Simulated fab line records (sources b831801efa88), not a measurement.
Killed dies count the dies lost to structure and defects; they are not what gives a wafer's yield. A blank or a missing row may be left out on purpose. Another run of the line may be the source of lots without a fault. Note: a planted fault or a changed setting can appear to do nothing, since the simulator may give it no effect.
Struck lot and sound lot, side by side	flow sky130	17 steps out of a route of 708
Sound: the wafers L387.3, L387.4, L387.6. Wafers struck: L389.1, L389.2, L389.4. The cause comes at the end.
For every step that has rows: the tool of each side, followed by ch and its chambers, followed by its first start. Under that, the readings that differ: sound wafers	struck wafers	difference of the means	sigmas: that difference in standard deviations of wafers without a fault.
alike: a reading whose means differ by less than 2 such deviations, as well as words and numbers matching on both sides. not compared: withheld readings; readings where some wafer has no value; bounds like >300 that might hide an equal value; numbers whose values overlap and for which the record gives no deviation.
The two part at a step that has a row with sigmas, a row that says differs or no value, or rows on one side only. Numbers that have no deviation but don't overlap get no sigmas and don't part them. A reading missing from all wafers of one side parts the sides only when that side holds two or more wafers.

first, 2 steps without rows for these wafers: SKY_NWELL_IMPLANT_12; SKY_NWELL_IMPLANT_13.
SKY_NWELL_STRIP_14: strips in O2/N2.
  sound on plasma asher-04 ch 0,1, day 5 02:34; struck on plasma asher-03 ch 0,1, day 5 19:51
  alike: chamber pressure mTorr, drypump motor current A, o2 flow sccm, oes product au, strip time to endpoint s
  not compared: rf hours counter h
SKY_NWELL_TW_MEAS_15:
  sound: film metro-04 at day 5 02:39; struck: film metro-03 at day 5 20:03
  alike: NWELL_TW
then, 7 steps without rows for these wafers: SKY_NWELL_DEHYDRATE_16 (time 60 s); SKY_NWELL_HMDS_17 (prime time 60 s); SKY_NWELL_COAT_18 (resist thk 3000 nm); SKY_NWELL_SOFTBAKE_19; SKY_NWELL_EXPOSE_20 (exposes mask NWM COMPLEMENT, target cd 840 nm); SKY_NWELL_PEB_21; SKY_NWELL_DEVELOP_22 (develop time 60 s).
SKY_NWELL_OVL_MEAS_23:
  sound: overlay-01 at day 5 19:14; struck: overlay-01 at day 6 12:59
  alike: NWELL_01_OVL
SKY_NWELL_IMPLANT_24:
  sound on implanter-01 ch 0, day 5 19:19; struck on implanter-03 ch 0, day 6 13:23
SKY_NWELL_STRIP_25: strips in O2/N2.
  sound on plasma asher-03 ch 0,1, day 5 19:27; struck on plasma asher-01 ch 0,1, day 6 13:32
  alike: chamber pressure mTorr, drypump motor current A, o2 flow sccm, oes product au, strip time to endpoint s
  not compared: rf hours counter h
SKY_NWELL_TW_MEAS_26:
  sound: film metro-03 at day 5 19:32; struck: film metro-04 at day 6 13:52
reading	sound	struck	difference	sigmas
NWELL_2_TW	501 504 506	603 607 603	+101	+14
then, 1 step without rows for these wafers: SKY_NWELL_CLEAN_27 (cleans in SC1/SC2, time 150 s).
-- the record jumps here: 40 days lie between the struck wafers' starts before and after (it left off in module NWELL and takes up again in module PAD_OPEN, whose first step shown is number 708 of the route) --
SKY_PAD_OPEN_PROBE_99:
  sound: prober-01 at day 46 02:16; struck: prober-01 at day 46 19:04
reading	sound	struck	difference	sigmas
model.etest.pfet_16v.r on ohm um	1.544e+04 1.505e+04 1.549e+04	1.165e+04 1.141e+04 1.158e+04	-3.780e+03	
model.etest.res iso pwell.rs ohm sq	3486 3262 3491	1981 1914 1964	-1460	
model.etest.res pwell under gate.rs ohm sq	2280 2288 2287	1464 1457 1454	-827	
model.etest.nfet_16v.r on ohm um	1.412e+04 1.409e+04 1.421e+04	1.508e+04 1.5e+04 1.497e+04	+8.767e+02	
model.etest.res iso pwell.line ohm um	1323 1241 1323	738 713.8 725.7	-570	
model.etest.tip_n_5v.rs ohm sq	1417 1427 1439	1531 1536 1520	+101	
model.etest.res nwell.width nm (nm)	842.3 838.9 843.5	803.2 797.2 800.5	-41.3	
model.etest.res iso pwell.width nm (nm)	2644 2639 2650	2700 2707 2692	+55	
  alike: killed_at_M0_to_M3, killed_at_M4_up, killed at contacts, killed at front end, killed at other, killed dies, killed open, killed short

WHERE THEY PART
Within this record, at SKY_NWELL_TW_MEAS_26 only. Later steps at which nothing parts them and some readings are alike: SKY_PAD_OPEN_PROBE_99.

WHY: what the simulator had put in
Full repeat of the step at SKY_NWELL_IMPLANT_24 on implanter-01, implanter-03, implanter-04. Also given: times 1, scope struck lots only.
